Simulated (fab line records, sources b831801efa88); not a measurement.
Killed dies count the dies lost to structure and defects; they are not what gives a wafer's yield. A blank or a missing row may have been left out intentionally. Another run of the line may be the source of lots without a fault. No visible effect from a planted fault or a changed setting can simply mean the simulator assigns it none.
Which tool did it?	flow gf180mcu	6 lots with 18 wafers sampled at 4 steps, on a route of 602 steps

## WHAT EACH GAUGE READ, for each wafer
GF_V5_THK_MEAS_03.
lot	measured	on	V5_CVD_02_THK (nm)
L792	day 28 17:05	film metro-02	1404 1434 1462
L794	day 28 22:55	film metro-02	1433 1427 1466
L798	day 30 05:37	film metro-03	1441 1478 1480
L800	day 30 16:33	film metro-03	1423 1451 1979
L806	day 32 05:12	film metro-03	1447 1502 1485
L809	day 32 22:25	film metro-03	1442 1441 1502

## WHICH TOOL RAN EACH LOT (tool, then ch and the chambers of the sampled wafers, then the start)
lot	GF_MIM_SPUTTER_08	GF_M5_METAL_ETCH_10	GF_V5_CVD_02
L792	pvd sputter-03, day 26 23:35	rie metal-02 ch 0,1, day 28 16:10	pecvd-02 ch 1,2, day 28 16:55
L794	pvd sputter-03, day 27 04:53	rie metal-04 ch 0,1, day 28 22:02	pecvd-04 ch 1,2, day 28 22:48
L798	pvd sputter-03, day 28 13:07	rie metal-04 ch 0, day 30 04:44	pecvd-04 ch 0,1,2, day 30 05:29
L800	pvd sputter-04, day 29 00:10	rie metal-03 ch 0, day 30 15:35	pecvd-02 ch 0,1,2, day 30 16:26
L806	pvd sputter-04, day 30 16:14	rie metal-04 ch 1, day 32 04:13	pecvd-03 ch 1,2, day 32 05:04
L809	pvd sputter-04, day 31 09:58	rie metal-02 ch 0,1, day 32 21:31	pecvd-04 ch 0,1,2, day 32 22:18
- GF_MIM_SPUTTER_08: material AlCu, target thk 200 nm, time 10.6 s.
- GF_M5_METAL_ETCH_10: etches the open film in Cl2/BCl3, stops on SiO2, target depth 627.5 nm, time 104.6 s.
- GF_V5_CVD_02: deposits SiO2 from TEOS, target thk 1450 nm, time 163.28 s.

## THE ANSWER, worked out from the rows above alone
Rule: the usual values come from the lots themselves. The widest of any qualifying gaps counts: lots, ordered by their means at a reading, are off when they make up no more than a third of the lots, leave a main group of 4 or more, and stand apart from it by 3 or more times the standard deviation of that group's means. Not used: any main group whose means are identical at the precision the tables above print for the reading. Also off: a lot with no number at a reading for which 4 or more lots have one. The other lots that the step has rows for count as sound.
Off: at GF_V5_THK_MEAS_03 (V5_CVD_02_THK), L800. The main group has a mean of 1456 nm with a standard deviation of 16.
If a tool, at a process step before that reading, ran all the lots that are off and no sound lot after the first of them, it fits. Those tools and the gauges at GF_V5_THK_MEAS_03 are tried in the same way. 2 tools fit, rie metal-03 at GF_M5_METAL_ETCH_10 and pecvd-02 at GF_V5_CVD_02, so this cannot tell which one it is.

## WHAT THE SIMULATOR HAD INSERTED
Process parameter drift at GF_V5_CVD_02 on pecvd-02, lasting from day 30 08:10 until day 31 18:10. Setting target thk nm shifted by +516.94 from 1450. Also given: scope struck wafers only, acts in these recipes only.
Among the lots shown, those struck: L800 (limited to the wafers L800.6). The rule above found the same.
